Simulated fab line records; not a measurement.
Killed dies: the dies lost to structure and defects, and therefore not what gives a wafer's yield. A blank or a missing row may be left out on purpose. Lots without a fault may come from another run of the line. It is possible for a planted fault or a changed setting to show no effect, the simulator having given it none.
Problem report, 8D (eight disciplines) form, completed by code    flow gf180mcu    the parts of the form that need people (team, actions taken, sign-off) are left out

1. PROBLEM STATEMENT
HV_LDD_CVD_54_THK at GF_HV_LDD_THK_MEAS_55 reads a mean of 7.45 nm on 3 wafers of 1 lot; wafers without a fault read 10.06 nm with a standard deviation of 0.15. That puts it -17 standard deviations away from the usual mean.
First seen on wafer L595.1, day 16 06:13, on film metro-01. The record has a number at this step for 39 wafers belonging to 13 lots. Rule for "out", or "out of limits": more than 4 standard deviations from the usual mean. The rest of the wafers with a number are treated as sound.

2. WHAT IT IS; WHAT IT IS NOT
question                     is                      is not
which readings at this step  HV_LDD_CVD_54_THK       -
which lots                   L595                    L584, L585, L586, L587, L590, L592, L593, L596, L603, L604, L606, L607
which wafers of those lots   all that have a number  -
read on which gauges         film metro-01           film metro-02, film metro-04
when                         from day 16 06:13       up to then (21 sound wafers); but 15 sound wafers of L596, L603, L604, L606, L607 came after

3. THE SUSPECTS, EACH WITH WHAT RULES IT OUT
Counting: a tool at any process step up to the reading remains a suspect when it ran all the lots that are out and ran no sound lot after the first of those.
- the gauge at GF_HV_LDD_THK_MEAS_55: kept. All the wafers that are out were read on film metro-01, and no step on other tools shows them out.
- lpcvd-01 at GF_HV_LDD_CVD_54 (deposits SiO2 from TEOS, target thk 10 nm, time 75 s): ruled out as a lasting fault. The sound lots L603, L604, L606 went through it after L595, its earliest lot that is out (day 16 05:12).
Remaining after the count: film metro-01 at GF_HV_LDD_THK_MEAS_55.

4. THE CAUSE (what the simulator had put in)
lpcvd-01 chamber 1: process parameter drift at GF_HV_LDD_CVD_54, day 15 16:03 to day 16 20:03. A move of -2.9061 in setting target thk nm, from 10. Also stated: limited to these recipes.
Counting ruled it out, wrongly: the rule takes a fault to strike every lot that its tool runs from its start on, and this one did not.

5. THE EFFECT CHAIN, in route order
Each row: a reading where the mean over the struck wafers with a number is more than 3 standard deviations away from the usual. Only readings whose record carries a usual standard deviation are examined. hours: median over the lots of the time between each lot's start at the first step of this table that gives one and its start at this step. sigmas: the change, counted in usual standard deviations.
hours  step                   reading            usual     on struck wafers  change  sigmas
0      GF_HV_LDD_THK_MEAS_55  HV_LDD_CVD_54_THK  10.06 nm  7.45              -2.61   -17
At these later measuring or inspecting steps, every struck wafer for which the step has a row has a number for every such reading, and none has moved that far: GF_CONTACT_THK_MEAS_03, GF_V2_THK_MEAS_25.

6. WHAT WOULD HAVE CAUGHT IT SOONER
Counted from the fault's start at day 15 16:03, it took 14 hours until the first out-of-limits reading at a measuring or inspecting step in this record, taken at day 16 06:13.
Of the tool readings at GF_HV_LDD_CVD_54 for which the record gives a usual standard deviation, none was out on any struck wafer, so an alarm limit of 4 standard deviations on them would not have fired.
